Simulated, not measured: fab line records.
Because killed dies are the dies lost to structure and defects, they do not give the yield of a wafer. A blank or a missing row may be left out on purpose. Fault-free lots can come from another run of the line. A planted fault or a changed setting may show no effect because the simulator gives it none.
A struck lot beside a sound one	flow sky130	17 out of 708 route steps
Sound: wafers L423.1, L423.4, L423.5. Struck: wafers L441.1, L441.4, L441.5. The cause comes at the end.
For every step that has rows: the tool of each side, followed by ch and its chambers, followed by its first start. Under that, the readings that differ: sound wafers	struck wafers	difference of the means	sigmas: that difference in standard deviations of wafers without a fault.
alike: a reading whose means differ by less than 2 such deviations, as well as words and numbers matching on both sides. not compared: withheld readings; readings where some wafer has no value; bounds like >300 that might hide an equal value; numbers whose values overlap and for which the record gives no deviation.
A row with sigmas, a row that says differs or no value, or rows on one side alone: a step with any of these is where the two part. Numbers that don't overlap but have no deviation are shown without sigmas and don't part them. A reading that every wafer of one side lacks parts them only if that side has two wafers or more.

first, 1 step without rows for these wafers: SKY_SONOS_ONO_OXIDATION_00 (stabilise 600 s, purge 300 s, target thk 2.6 nm).
SKY_SONOS_ONO_THK_MEAS_01:
  sound on filmMetro-03 at day 12 23:12; struck on filmMetro-01 at day 18 04:54
  alike: SONOS_ONO_OXIDATION_THK
then, 1 step without rows for these wafers: SKY_SONOS_ONO_CVD_02 (deposits Si3N4 from DCS/NH3, target thk 10.5 nm, time 180 s).
SKY_SONOS_ONO_THK_MEAS_03:
  sound on filmMetro-01 at day 13 00:19; struck on filmMetro-03 at day 18 07:56
  alike: SONOS_ONO_CVD_02_THK
then, 1 step without rows for these wafers: SKY_SONOS_ONO_CVD_04 (deposits SiO2 from SiH4/N2O, target thk 5.7199 nm).
SKY_SONOS_ONO_THK_MEAS_05:
  sound on filmMetro-03 at day 13 01:37; struck on filmMetro-03 at day 18 09:15
  alike: SONOS_ONO_CVD_04_THK
then, 6 steps without rows for these wafers: SKY_SONOS_ONO_DEHYDRATE_06 (time 60 s); SKY_SONOS_ONO_HMDS_07 (prime time 60 s); SKY_SONOS_ONO_COAT_08 (resist thk 1140 nm); SKY_SONOS_ONO_SOFTBAKE_09 (time 60 s); SKY_SONOS_ONO_EXPOSE_10 (exposes mask ONOM, target cd 410 nm); SKY_SONOS_ONO_PEB_11.
SKY_SONOS_ONO_DEVELOP_12: develop time 60 s.
  sound on lithoTrack-04 ch 0, day 14 01:44; struck on lithoTrack-03 ch 0, day 19 14:50
SKY_SONOS_ONO_CD_MEAS_13 targets a cd of 410 nm.
  sound on cdSem-02 at day 14 01:53; struck on cdSem-01 at day 19 15:17
reading	sound	struck	difference	sigmas
cdNm (nm)	412.6 413.5 410.9	396.7 392.3 397.5	-16.8	-6
  not compared: hold
SKY_SONOS_ONO_OVL_MEAS_14:
  sound on overlay-02 at day 14 02:01; struck on overlay-01 at day 20 01:31
reading	sound	struck	difference	sigmas
hold	- - -	awaitDispo/10.1h/release awaitDispo/10.1h/release awaitDispo/10.1h/release	no value on the sound wafers	
  alike: SONOS_ONO_OVL
SKY_SONOS_ONO_ETCH_15: etches the open film in CHF3/O2, target depth 19.52 nm, time 7.8 s.
  sound on rieDiel-02 ch 0,1, day 14 02:03; struck on rieDiel-03 ch 0,1, day 20 01:33
reading	sound	struck	difference	sigmas
model.SONOS_ONO.cdNm (nm)	412.7 413.2 411	396.8 392.5 397.2	-16.8	
  alike: drypumpMotorCurrentA, oesProductAu, throttleValvePct
  not compared: rfHoursCounterH
then, 1 step without rows for these wafers: SKY_SONOS_ONO_WET_ETCH_16 (etches SiO2 in dHF, target depth 14 nm, time 280 s).

## WHERE THEY PART
Earliest at SKY_SONOS_ONO_CD_MEAS_13; latest, in this record, at SKY_SONOS_ONO_OVL_MEAS_14. Later steps at which nothing parts them and some readings are alike: SKY_SONOS_ONO_ETCH_15.

WHY: the cause the simulator had injected
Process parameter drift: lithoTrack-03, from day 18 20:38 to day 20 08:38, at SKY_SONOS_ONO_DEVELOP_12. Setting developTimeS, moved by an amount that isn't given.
